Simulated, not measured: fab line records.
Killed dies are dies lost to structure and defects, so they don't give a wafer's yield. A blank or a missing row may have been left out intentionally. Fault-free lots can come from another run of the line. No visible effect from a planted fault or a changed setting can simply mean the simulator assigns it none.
A struck lot beside a sound one / flow gf180mcu / 13 steps out of a route of 602
Sound: these wafers, L391.3, L391.4, L391.5. Struck: wafers L383.1, L383.4, L383.5. The cause is given at the end.
At each step with rows: each side's tool, then ch and its chambers, then its first start. Under that, the readings that differ: sound wafers / struck wafers / difference of the means / sigmas: that difference in standard deviations of wafers without a fault.
alike: words and numbers the same on both sides, and readings whose means are apart by under 2 such deviations; not compared: readings that were withheld, readings missing a value for some wafer, numbers with overlapping values and no deviation given by the record, and bounds like >300 which may hide the same value.
A row with sigmas, a row that says differs or no value, or rows on one side alone: a step with any of these is where the two part. Numbers that have no deviation but don't overlap get no sigmas and don't part them. A reading that every wafer of one side lacks parts them only if that side has two wafers or more.

GF_V2_CD_MEAS_14 targets a cd of 260 nm.
  sound: cdSem-01 at day 28 03:36; struck: cdSem-02 at day 25 04:18
  alike: cdNm
GF_V2_OVL_MEAS_15:
  sound: overlay-02 at day 28 03:42; struck: overlay-02 at day 25 04:25
reading=V2_OVL (nm); sound=-3 0 -10; struck=10 3 9; difference=+12; sigmas=+2
GF_V2_ETCH_16: etches BARC in N2/H2.
  sound on rieDiel-01 ch 1,2,3, day 28 03:43; struck on rieDiel-04 ch 1,3, day 25 04:28
  alike: biasW, drypumpMotorCurrentA, oesProductAu, throttleValvePct
GF_V2_ETCH_17: etches SiO2 in C4F8/O2/Ar, stops on TiN, target depth 630 nm.
  sound on rieDiel-01 ch 1,2,3; struck on rieDiel-04 ch 1,3
  alike: biasW, oesProductAu
then, 3 steps without rows for these wafers: GF_V2_STRIP_18 (strips in O2/N2); GF_V2_STRIP_19 (strips in post etch residue remover, time 1200 s); GF_V2_CLEAN_20 (cleans in DIW).
GF_V2_SPUTTER_21: material Ti, target thk 15 nm, time 80.02 s.
  sound: pvdSputter-01 at day 28 04:23; struck: pvdSputter-01 at day 25 05:07
  alike: substrateTempC, throttleValvePct
GF_V2_SPUTTER_22: material TiN, target thk 10 nm, time 40 s.
  sound: pvdSputter-01 at day 28 04:26; struck: pvdSputter-01 at day 25 05:11
  alike: throttleValvePct
GF_V2_CVD_23: deposits W, target thk 350 nm, time 104.94 s.
  sound on cvdW-02 ch 0,1, day 28 04:31; struck on cvdW-01 ch 0, day 25 05:13
  alike: heaterPowerW
GF_V2_RS_MEAS_24: the measuring method here is four-point-probe.
  sound: filmMetro-02 at day 28 04:38; struck: filmMetro-04 at day 25 05:20
  alike: V2_W_RS
GF_V2_THK_MEAS_25: measures by xrf.
  sound: filmMetro-02 at day 28 04:44; struck: filmMetro-04 at day 25 05:27
  alike: V2_W_THK
GF_V2_CMP_26: polishes, stops on SiO2, t overpolish 15 s, target thk 0 nm.
  sound on cmp-01 ch 1,2,3, day 28 04:53; struck on cmp-02 ch 0,1,2, day 25 05:39
  no value came back on the struck wafers for any of 5 readings (edgeZonePressureFrac, headPressurePsi (psi) and others); on the sound wafers edgeZonePressureFrac reads 1.006 1.001 1.008
reading=model.W_of_V2_CVD_23.thkNm (nm); sound=0 0 0; struck=353.8 356.3 352.2; difference=+354.1; sigmas=
reading=model.SiO2_of_V2_CVD_02.thkNm (nm); sound=628 628.9 627.6; struck=630.7 632 631.3; difference=+3.2; sigmas=

WHERE THEY PART
First at GF_V2_OVL_MEAS_15; last, within this record, at GF_V2_CMP_26.

WHY: what had been put in by the simulator
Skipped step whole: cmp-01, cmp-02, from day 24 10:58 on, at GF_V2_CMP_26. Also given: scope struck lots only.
